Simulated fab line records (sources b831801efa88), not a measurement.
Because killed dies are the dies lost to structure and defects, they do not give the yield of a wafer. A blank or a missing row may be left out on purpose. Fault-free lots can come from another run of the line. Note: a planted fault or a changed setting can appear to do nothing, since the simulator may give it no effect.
The tool behind it: which one?    flow gf180mcu    Sampling: 14 lots, 42 wafers, 5 of 602 route steps

== WHAT THE GAUGES SHOWED, per wafer ==
GF_V1_CD_MEAS_14: the cd target is 260 nm.
lot   measured      on         cd nm (nm)
L480  day 18 09:04  cd sem-02  260.0 259.7 259.9
L482  day 19 06:10  cd sem-02  259.3 259.6 260.1
L483  day 19 10:14  cd sem-01  257.3 258.5 258.7
L484  day 19 13:21  cd sem-02  261.5 261.5 260.9
L486  day 20 03:32  cd sem-02  261.6 260.8 260.9
L487  day 20 23:16  cd sem-02  260.2 261.3 260.3
L488  day 21 09:31  cd sem-01  262.4 263.5 263.9
L489  day 21 14:22  cd sem-01  259.6 260.1 259.5
L490  day 22 00:04  cd sem-02  258.6 257.9 259.4
L491  day 22 07:02  cd sem-02  258.5 258.0 256.4
L492  day 22 19:49  cd sem-01  258.9 258.9 259.3
L493  day 23 08:04  cd sem-02  260.7 259.1 258.6
L502  day 25 20:49  cd sem-02  258.8 260.5 258.9
L503  day 26 01:46  cd sem-02  260.0 260.8 260.8

GF_V2_BOW_MEAS_05.
lot   measured      on             V2_BOW (um)
L480  day 19 12:46  film metro-01  90 95 101
L482  day 20 09:30  film metro-03  89 99 105
L483  day 20 12:44  film metro-03  109 103 96
L484  day 20 15:25  film metro-01  108 108 100
L486  day 21 07:02  film metro-03  109 103 110
L487  day 22 02:12  film metro-02  103 106 105
L488  day 22 12:37  film metro-03  95 97 98
L489  day 22 17:02  film metro-01  92 98 83
L490  day 23 02:07  film metro-01  103 93 82
L491  day 23 09:37  film metro-03  90 87 99
L492  day 23 21:25  film metro-03  98 100 99
L493  day 24 09:07  film metro-01  100 95 101
L502  day 26 21:13  film metro-02  94 97 96
L503  day 27 00:56  film metro-01  115 113 115

== EACH LOT AND THE TOOL THAT RAN IT (in order: tool; ch and the chambers of the sampled wafers; start) ==
lot   GF_M2_SPUTTER_02              GF_M2_METAL_ETCH_16                GF_M2_STRIP_17
L480  pvd sputter-04, day 18 10:40  rie metal-03 ch 0,1, day 19 11:32  plasma asher-01 ch 0,1, day 19 11:39
L482  pvd sputter-03, day 19 07:52  rie metal-03 ch 0,1, day 20 07:56  plasma asher-01 ch 0,1, day 20 08:02
L483  pvd sputter-04, day 19 11:54  rie metal-03 ch 0,1, day 20 11:29  plasma asher-03 ch 0,1, day 20 11:35
L484  pvd sputter-02, day 19 14:59  rie metal-01 ch 0,1, day 20 14:11  plasma asher-04 ch 0,1, day 20 14:17
L486  pvd sputter-04, day 20 05:34  rie metal-01 ch 0,1, day 21 05:48  plasma asher-01 ch 1, day 21 05:55
L487  pvd sputter-02, day 21 01:00  rie metal-04 ch 0,1, day 22 00:59  plasma asher-04 ch 0,1, day 22 01:07
L488  pvd sputter-04, day 21 11:16  rie metal-01 ch 0,1, day 22 10:59  plasma asher-03 ch 0,1, day 22 11:05
L489  pvd sputter-03, day 21 16:09  rie metal-01 ch 0,1, day 22 15:44  plasma asher-01 ch 0,1, day 22 15:52
L490  pvd sputter-04, day 22 01:48  rie metal-03 ch 0, day 23 00:48    plasma asher-03 ch 0,1, day 23 01:02
L491  pvd sputter-03, day 22 08:47  rie metal-04 ch 0,1, day 23 08:23  plasma asher-03 ch 0,1, day 23 08:29
L492  pvd sputter-02, day 22 21:49  rie metal-01 ch 0,1, day 23 20:08  plasma asher-03 ch 0,1, day 23 20:14
L493  pvd sputter-02, day 23 09:43  rie metal-01 ch 0, day 24 07:48    plasma asher-03 ch 0, day 24 07:57
L502  pvd sputter-04, day 25 22:30  rie metal-03 ch 0, day 26 19:55    plasma asher-01 ch 0,1, day 26 20:06
L503  pvd sputter-04, day 26 03:28  rie metal-04 ch 0,1, day 26 23:44  plasma asher-04 ch 0,1, day 26 23:50
- GF_M2_SPUTTER_02: material AlCu, target thk 450 nm, time 23.9 s.
- GF_M2_METAL_ETCH_16: etches the open film in Cl2/BCl3, stops on SiO2, target depth 627.5 nm, time 104.6 s.
- GF_M2_STRIP_17: strips in O2/N2.

== WHAT THE TOOLS THEMSELVES READ (means of the sampled wafers that have a number; where no wafer has one, the mark that the record gives instead) ==
GF_M2_SPUTTER_02.
lot   tool            throttle valve pct (%)
L480  pvd sputter-04  29.8
L482  pvd sputter-03  30.3
L483  pvd sputter-04  29.8
L484  pvd sputter-02  30.5
L486  pvd sputter-04  31.0
L487  pvd sputter-02  30.7
L488  pvd sputter-04  30.0
L489  pvd sputter-03  30.8
L490  pvd sputter-04  29.9
L491  pvd sputter-03  30.8
L492  pvd sputter-02  30.3
L493  pvd sputter-02  30.4
L502  pvd sputter-04  29.9
L503  pvd sputter-04  30.4

GF_M2_METAL_ETCH_16.
lot   tool          drypump motor current A (A)  oes product au (a.u.)  throttle valve pct (%)
L480  rie metal-03  6.2                          0.970                  28.260
L482  rie metal-03  5.9                          0.971                  28.243
L483  rie metal-03  5.9                          0.966                  28.267
L484  rie metal-01  5.3                          0.973                  28.256
L486  rie metal-01  5.3                          0.971                  28.247
L487  rie metal-04  6.2                          0.975                  28.247
L488  rie metal-01  5.3                          0.970                  28.257
L489  rie metal-01  5.4                          0.977                  28.242
L490  rie metal-03  6.5                          0.980                  28.247
L491  rie metal-04  6.2                          0.980                  28.241
L492  rie metal-01  5.4                          0.786                  28.460
L493  rie metal-01  5.1                          0.787                  28.454
L502  rie metal-03  6.5                          0.966                  28.250
L503  rie metal-04  6.2                          0.970                  28.253

GF_M2_STRIP_17.
lot   tool             drypump motor current A (A)  heater power w (W)  oes product au (a.u.)  strip time to endpoint s (s)
L480  plasma asher-01  5.5                          326                 0.558                  7.87
L482  plasma asher-01  5.6                          321                 0.556                  7.88
L483  plasma asher-03  5.5                          341                 0.558                  7.87
L484  plasma asher-04  5.8                          346                 0.560                  7.85
L486  plasma asher-01  5.3                          322                 0.551                  7.80
L487  plasma asher-04  5.8                          339                 0.560                  7.88
L488  plasma asher-03  5.5                          343                 0.556                  7.84
L489  plasma asher-01  5.9                          313                 0.559                  7.85
L490  plasma asher-03  5.5                          341                 0.564                  7.88
L491  plasma asher-03  5.0                          348                 0.558                  7.93
L492  plasma asher-03  5.0                          347                 0.596                  8.69
L493  plasma asher-03  5.9                          332                 0.594                  8.70
L502  plasma asher-01  5.9                          320                 0.551                  7.91
L503  plasma asher-04  5.8                          339                 0.558                  7.87

== THE ANSWER, worked out from the rows above alone ==
Rule: usual is defined by the lots themselves. The widest of any qualifying gaps counts: lots, ordered by their means at a reading, are off when they make up no more than a third of the lots, leave a main group of 4 or more, and stand apart from it by 3 or more times the standard deviation of that group's means. If all means in a main group match to the digits the tables above print for the reading, that group is not used. A lot without any number at a reading at which 4 lots or more have one is off too. Any other lot the step has rows for is counted as sound. First the gauges in route order, then the tools' own readings, where a lot's mean is used as printed above. At the first step where some lot is off, the reading lying furthest off is the one used; lots without a number count as furthest.
Off: L492, L493 (GF_M2_METAL_ETCH_16, oes product au). Main group: mean 0.972 a.u., sd 0.0045.
A tool fits if, at that step or a process step before it, it ran every lot that is off, and no sound lot after the first of them. This does not decide it: 2 tools fit, namely pvd sputter-02 at GF_M2_SPUTTER_02 and rie metal-01 at GF_M2_METAL_ETCH_16.

== WHAT HAD BEEN PUT IN BY THE SIMULATOR ==
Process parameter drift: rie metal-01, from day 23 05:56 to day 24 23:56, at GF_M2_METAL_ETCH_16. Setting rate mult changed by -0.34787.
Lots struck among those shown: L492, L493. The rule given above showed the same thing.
